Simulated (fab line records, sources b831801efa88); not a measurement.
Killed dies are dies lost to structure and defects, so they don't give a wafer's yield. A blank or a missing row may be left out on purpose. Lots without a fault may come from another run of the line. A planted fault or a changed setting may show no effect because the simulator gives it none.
A struck lot beside a sound one | flow sfq_line | 42 steps out of a route of 325
Sound: wafers L666.2, L666.5, L666.6. Struck: wafers L682.3, L682.4, L682.6. The cause comes at the end.
At each step with rows: each side's tool, then ch and its chambers, then its first start. Under that, the readings that differ: sound wafers | struck wafers | difference of the means | sigmas: that difference in standard deviations of wafers without a fault.
alike: readings whose means differ by less than 2 such deviations, and words and numbers that are the same on both sides. not compared: withheld readings, readings that some wafer has no value for, bounds like >300 that may hide the same value, and numbers for which the record gives no deviation and whose values overlap.
The two part at a step that has a row with sigmas, a row that says differs or no value, or rows on one side only. Numbers that don't overlap but have no deviation are shown without sigmas and don't part them. A reading that every wafer of one side lacks parts them only if that side has two wafers or more.

first, 6 steps without rows for these wafers: SFQ_TRILAYER_M4_LITHO_COAT_098 (resist thk 62 nm); SFQ_TRILAYER_M4_LITHO_COAT_093 (resist thk 600 nm); SFQ_TRILAYER_M4_LITHO_SOFTBAKE_097; SFQ_TRILAYER_M4_LITHO_EXPOSE_094 (exposes mask M4, target cd 500 nm); SFQ_TRILAYER_M4_LITHO_PEB_096 (peb time 60 s); SFQ_TRILAYER_M4_LITHO_DEVELOP_095 (time 60 s).
SFQ_M4_OVL_MEAS_926:
  sound on overlay-02, day 34 22:10; struck on overlay-01, day 39 11:39
  alike: M4_OVL
SFQ_TRILAYER_M4_BARC_OPEN_METAL_ETCH_123: etches BARC in O2, target depth 125 nm, time 41.7 s.
  sound on rie_metal-03 ch 0,1, day 34 22:11; struck on rie_metal-03 ch 0,1, day 39 11:41
  alike: drypump_motor_current_A, oes_product_au
  not compared: rf_hours_counter_h
SFQ_TRILAYER_M4_ETCH_METAL_ETCH_096: etches Nb in Cl2/Ar, stops on SiO2, target depth 240 nm, time 120 s.
  sound on rie_metal-03 ch 0,1, day 34 22:15; struck on rie_metal-03 ch 0,1, day 39 11:47
  alike: drypump_motor_current_A, oes_product_au
  not compared: rf_hours_counter_h
SFQ_TRILAYER_M4_STRIP_STRIP_097: strips in O2.
  sound on rie_metal-03 ch 0,1, day 34 22:23; struck on rie_metal-03 ch 0,1, day 39 12:04
  alike: drypump_motor_current_A, oes_product_au
  not compared: rf_hours_counter_h
then, 2 steps without rows for these wafers: SFQ_TRILAYER_M4_STRIP_SOLV_CLEAN_098 (cleans in NMP, time 600 s); SFQ_TRILAYER_I4_DEP_PECVD_099 (deposits SiO2 from SiH4/N2O, time 111.11 s, target thk 500 nm).
-- the record jumps here: 3 days lie between the struck wafers' starts before and after --
SFQ_TRILAYER_I4_CMP_CMP_100: polishes SiO2.
  sound on cmp-02 ch 0,1,3, day 37 08:01; struck on cmp-02 ch 1,2, day 42 08:12
  reading                                             | sound           | struck            | difference | sigmas
  time_to_endpoint_s (s)                              | 198 220 217     | 248 253 260       | +42        | +4
  model.SiO2_of_TRILAYER_I4_DEP_PECVD_099.thk_nm (nm) | 198 202.6 200.9 | 150.1 151.7 151.6 | -49.4      |
  alike: motor_current_A
SFQ_I4_BOW_MEAS_927:
  sound on film_metro-02, day 37 09:32; struck on film_metro-02, day 42 12:04
  reading     | sound    | struck | difference                    | sigmas
  I4_BOW (um) | 15 -6 -6 | - - -  | no value on the struck wafers |
SFQ_TRILAYER_I4_METRO_MEASURE_101:
  sound on film_metro-02, day 37 09:50; struck on film_metro-02, day 42 16:47
  reading     | sound             | struck            | difference | sigmas
  thk_nm (nm) | 198.2 202.5 201.0 | 150.1 151.7 151.6 | -49.4      | -33
then, 6 steps without rows for these wafers: SFQ_TRILAYER_I4_VIA_LITHO_COAT_108 (resist thk 62 nm); SFQ_TRILAYER_I4_VIA_LITHO_COAT_103 (resist thk 650 nm); SFQ_TRILAYER_I4_VIA_LITHO_SOFTBAKE_107; SFQ_TRILAYER_I4_VIA_LITHO_EXPOSE_104 (exposes mask I4, target cd 700 nm); SFQ_TRILAYER_I4_VIA_LITHO_PEB_106 (peb time 60 s); SFQ_TRILAYER_I4_VIA_LITHO_DEVELOP_105 (time 60 s).
-- the record jumps here: 4 days lie between the struck wafers' starts before and after --
SFQ_I4_OVL_MEAS_928:
  sound on overlay-01, day 40 18:20; struck on overlay-02, day 46 12:02
  alike: I4_OVL
then, 1 step without rows for these wafers: SFQ_TRILAYER_I4_VIA_BARC_OPEN_VIA_ETCH_146 (etches BARC in O2, target depth 125 nm, time 41.7 s).
SFQ_TRILAYER_I4_VIA_ETCH_VIA_ETCH_106: etches SiO2 in CHF3, stops on Nb, target depth 260 nm.
  sound on rie_diel-03 ch 0,3, day 40 18:24; struck on rie_diel-01 ch 0,1,3, day 46 12:06
  reading                        | sound             | struck            | difference | sigmas
  oes_product_au (a.u.)          | 0.848 0.864 0.854 | 0.736 0.735 0.742 | -0.118     | -22
  model.I4.feature_depth_nm (nm) | 198 202.6 200.9   | 150.1 151.7 151.6 | -49.4      |
  model.etch.depth_nm (nm)       | 198 202.6 200.9   | 150.1 151.7 151.6 | -49.4      |
  alike: drypump_motor_current_A
then, 3 steps without rows for these wafers: SFQ_TRILAYER_I4_VIA_STRIP_STRIP_107 (strips in O2); SFQ_TRILAYER_I4_VIA_STRIP_SOLV_CLEAN_108 (cleans in NMP, time 600 s); SFQ_TRILAYER_JJ_TRILAYER_DEP_PRE_CLEAN_113 (time 22.5 s).
SFQ_TRILAYER_JJ_TRILAYER_DEP_SPUTTER_109: material Nb, target thk 150 nm, time 100 s.
  sound on pvd_sputter-04, day 40 19:19; struck on pvd_sputter-04, day 46 13:01
  alike: throttle_valve_pct
SFQ_TRILAYER_JJ_TRILAYER_DEP_SPUTTER_110: material Al, target thk 8 nm, time 10 s.
  sound on pvd_sputter-04, day 40 19:23; struck on pvd_sputter-04, day 46 13:05
  alike: throttle_valve_pct
then, 2 steps without rows for these wafers: SFQ_TRILAYER_JJ_TRILAYER_DEP_AL_OXIDATION_111 (oxidation time 600 s); SFQ_TRILAYER_JJ_TRILAYER_DEP_SPUTTER_112 (material Nb, target thk 170 nm, time 113.3 s).
SFQ_JJ_RS_MEAS_929: measures by four-point-probe.
  sound on film_metro-01, day 40 20:31; struck on film_metro-04, day 46 14:14
  alike: JJ_NB_RS
then, 6 steps without rows for these wafers: SFQ_TRILAYER_JJ_CE_LITHO_COAT_119 (resist thk 62 nm); SFQ_TRILAYER_JJ_CE_LITHO_COAT_114 (resist thk 600 nm); SFQ_TRILAYER_JJ_CE_LITHO_SOFTBAKE_118; SFQ_TRILAYER_JJ_CE_LITHO_EXPOSE_115 (exposes mask J5, target cd 700 nm); SFQ_TRILAYER_JJ_CE_LITHO_PEB_117 (peb time 60 s); SFQ_TRILAYER_JJ_CE_LITHO_DEVELOP_116 (time 60 s).
-- the record jumps here: 6 days lie between the struck wafers' starts before and after --
SFQ_JJ_OVL_MEAS_931:
  sound on overlay-01, day 41 13:41; struck on overlay-01, day 52 14:36
  alike: J5_OVL
then, 2 steps without rows for these wafers: SFQ_TRILAYER_JJ_CE_METRO_MEASURE_117; SFQ_TRILAYER_JJ_CE_BARC_OPEN_RIE_150 (chemistry O2, target BARC, target depth 240 nm, time 80 s).
-- the record jumps here: 6 days lie between the struck wafers' starts before and after --
SFQ_TRILAYER_M5_ETCH_METAL_ETCH_126: etches Nb in Cl2/BCl3, stops on SiO2, time 203.2 s, target depth 265 nm.
  sound on rie_metal-03 ch 0,1, day 45 14:22; struck on rie_metal-02 ch 0,1, day 58 18:51
  reading                                             | sound           | struck            | difference | sigmas
  model.SiO2_of_TRILAYER_I4_DEP_PECVD_099.thk_nm (nm) | 178 182.7 181.1 | 130.2 131.6 131.5 | -49.5      |
  alike: drypump_motor_current_A, oes_product_au
  not compared: rf_hours_counter_h

WHERE THEY PART
First at SFQ_TRILAYER_I4_CMP_CMP_100; last, within this record, at SFQ_TRILAYER_I4_VIA_ETCH_VIA_ETCH_106. Later steps at which nothing parts them and some readings are alike: SFQ_TRILAYER_JJ_TRILAYER_DEP_SPUTTER_109, SFQ_TRILAYER_JJ_TRILAYER_DEP_SPUTTER_110, SFQ_JJ_RS_MEAS_929, SFQ_JJ_OVL_MEAS_931, SFQ_TRILAYER_M5_ETCH_METAL_ETCH_126.

WHY: what the simulator had put in
Process parameter drift: cmp-02, from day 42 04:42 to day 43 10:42, at SFQ_TRILAYER_I4_CMP_CMP_100. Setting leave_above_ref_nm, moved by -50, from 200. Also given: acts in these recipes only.
